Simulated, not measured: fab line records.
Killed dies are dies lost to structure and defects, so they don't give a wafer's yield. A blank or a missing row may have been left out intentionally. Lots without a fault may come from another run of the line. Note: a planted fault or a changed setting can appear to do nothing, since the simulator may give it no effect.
A struck lot beside a sound one / flow sfq-line / 28 steps out of a route of 325
Sound: these wafers, L745.2, L745.4, L745.6. The struck wafers were L751.2, L751.3, L751.4. The cause is named last.
Order at every step that has rows: each side's tool, ch and its chambers, its first start. Under that, the readings that differ: sound wafers / struck wafers / difference of the means / sigmas: that difference in standard deviations of wafers without a fault.
alike: readings whose means differ by less than 2 such deviations, and words and numbers that are the same on both sides. not compared: withheld readings, readings that some wafer has no value for, bounds like >300 that may hide the same value, and numbers for which the record gives no deviation and whose values overlap.
The two part at a step that has a row with sigmas, a row that says differs or no value, or rows on one side only. Numbers that have no deviation but don't overlap get no sigmas and don't part them. Lack of a reading on every wafer of one side parts them only where that side has two or more wafers.

first, 6 steps without rows for these wafers: SFQ_TRILAYER_M0_LITHO_COAT_026 (resist thk 62 nm); SFQ_TRILAYER_M0_LITHO_COAT_021 (resist thk 600 nm); SFQ_TRILAYER_M0_LITHO_SOFTBAKE_025; SFQ_TRILAYER_M0_LITHO_EXPOSE_022 (exposes mask M0, target cd 500 nm); SFQ_TRILAYER_M0_LITHO_PEB_024 (peb time 60 s); SFQ_TRILAYER_M0_LITHO_DEVELOP_023 (time 60 s).
SFQ_M0_OVL_MEAS_906:
  sound on overlay-01 at day 16 00:33; struck on overlay-02 at day 17 10:15
  alike: M0_OVL
then, 2 steps without rows for these wafers: SFQ_TRILAYER_M0_BARC_OPEN_METAL_ETCH_031 (etches BARC in O2, target depth 125 nm, time 41.7 s); SFQ_TRILAYER_M0_ETCH_METAL_ETCH_024 (etches Nb in Cl2/Ar, stops on SiO2, target depth 240 nm, time 120 s).
SFQ_TRILAYER_M0_STRIP_STRIP_025: strips in O2.
  sound on rie-metal-01 ch 0,1, day 16 00:46; struck on rie-metal-04 ch 0,1, day 17 10:28
  alike: drypump-motor-current-A, oes-product-au
  not compared: rf-hours-counter-h
then, 1 step without rows for these wafers: SFQ_TRILAYER_M0_STRIP_SOLV_CLEAN_026 (cleans in NMP, time 600 s).
SFQ_TRILAYER_I0_DEP_PECVD_027: deposits SiO2 from SiH4/N2O, time 111.11 s, target thk 500 nm.
  sound on pecvd-03 ch 0,1,2, day 16 01:32; struck on pecvd-02 ch 1,2, day 17 11:17
  alike: heater-power-w, showerhead-vpp-V, throttle-valve-pct
  not compared: since-wet-clean-h
SFQ_TRILAYER_I0_CMP_CMP_028: polishes SiO2.
  sound on cmp-02 ch 0,1,2, day 16 02:07; struck on cmp-02 ch 0,1,2, day 17 11:22
reading=model.SiO2_of_TRILAYER_I0_DEP_PECVD_027.thk-nm (nm); sound=199.6 200.8 200.8; struck=183.5 186.1 183.5; difference=-16.0; sigmas=
  alike: motor-current-A, slurry-filter-dp-kPa, time-to-endpoint-s
SFQ_I0_BOW_MEAS_907:
  sound on film-metro-02 at day 16 04:38; struck on film-metro-02 at day 17 15:42
reading=I0_BOW (um); sound=3 -1 8; struck=- - -; difference=no value on the struck wafers; sigmas=
SFQ_TRILAYER_I0_METRO_MEASURE_029:
  sound on film-metro-02 at day 16 04:56; struck on film-metro-02 at day 17 19:31
reading=thk-nm (nm); sound=199.6 200.7 200.9; struck=183.4 186.2 183.6; difference=-16.0; sigmas=-16
then, 6 steps without rows for these wafers: SFQ_TRILAYER_I0_VIA_LITHO_COAT_036 (resist thk 62 nm); SFQ_TRILAYER_I0_VIA_LITHO_COAT_031 (resist thk 650 nm); SFQ_TRILAYER_I0_VIA_LITHO_SOFTBAKE_035; SFQ_TRILAYER_I0_VIA_LITHO_EXPOSE_032 (exposes mask I0, target cd 500 nm); SFQ_TRILAYER_I0_VIA_LITHO_PEB_034 (peb time 60 s); SFQ_TRILAYER_I0_VIA_LITHO_DEVELOP_033 (time 60 s).
-- the record jumps here: 6 days lie between the struck wafers' starts before and after --
SFQ_I0_OVL_MEAS_908:
  sound on overlay-02 at day 21 14:51; struck on overlay-01 at day 23 23:23
  alike: I0_OVL
SFQ_TRILAYER_I0_VIA_BARC_OPEN_VIA_ETCH_046: etches BARC in O2, target depth 125 nm, time 41.7 s.
  sound on rie-diel-01 ch 0,1,3, day 21 14:53; struck on rie-diel-01 ch 0,1,2, day 23 23:25
  alike: drypump-motor-current-A, oes-product-au
  not compared: rf-hours-counter-h
SFQ_TRILAYER_I0_VIA_ETCH_VIA_ETCH_034: etches SiO2 in CHF3, stops on Nb, target depth 260 nm.
  sound on rie-diel-01 ch 0,1,3, day 21 14:55; struck on rie-diel-01 ch 0,1,2, day 23 23:27
reading=oes-product-au (a.u.); sound=0.848 0.854 0.854; struck=0.809 0.821 0.811; difference=-0.038; sigmas=-7
reading=model.I0.feature-depth-nm (nm); sound=199.6 200.8 200.8; struck=183.5 186.1 183.5; difference=-16.0; sigmas=
reading=model.etch.depth-nm (nm); sound=199.6 200.8 200.8; struck=183.5 186.1 183.5; difference=-16.0; sigmas=
  alike: drypump-motor-current-A
SFQ_TRILAYER_I0_VIA_STRIP_STRIP_035: strips in O2.
  sound on rie-metal-01 ch 0, day 21 15:02; struck on rie-metal-03 ch 0,1, day 23 23:34
  alike: drypump-motor-current-A, oes-product-au
  not compared: rf-hours-counter-h
then, 1 step without rows for these wafers: SFQ_TRILAYER_I0_VIA_STRIP_SOLV_CLEAN_036 (cleans in NMP, time 600 s).
SFQ_TRILAYER_M1_DEP_PRE_CLEAN_038: time 22.5 s.
  sound on pvd-sputter-06 at day 21 15:50; struck on pvd-sputter-04 at day 24 00:32
reading=model.SiO2_of_TRILAYER_I0_DEP_PECVD_027.thk-nm (nm); sound=192.1 193.3 193.3; struck=176 178.6 176; difference=-16; sigmas=
SFQ_TRILAYER_M1_DEP_SPUTTER_037: material Nb, target thk 200 nm, time 133.3 s.
  sound on pvd-sputter-06 at day 21 15:52; struck on pvd-sputter-04 at day 24 00:34
  alike: base-pressure-pa, chamber-pressure-pa, throttle-valve-pct

WHERE THEY PART
First at SFQ_I0_BOW_MEAS_907; last, within this record, at SFQ_TRILAYER_I0_VIA_ETCH_VIA_ETCH_034. Later steps at which nothing parts them and some readings are alike: SFQ_TRILAYER_I0_VIA_STRIP_STRIP_035, SFQ_TRILAYER_M1_DEP_SPUTTER_037.

WHY: what had been put in by the simulator
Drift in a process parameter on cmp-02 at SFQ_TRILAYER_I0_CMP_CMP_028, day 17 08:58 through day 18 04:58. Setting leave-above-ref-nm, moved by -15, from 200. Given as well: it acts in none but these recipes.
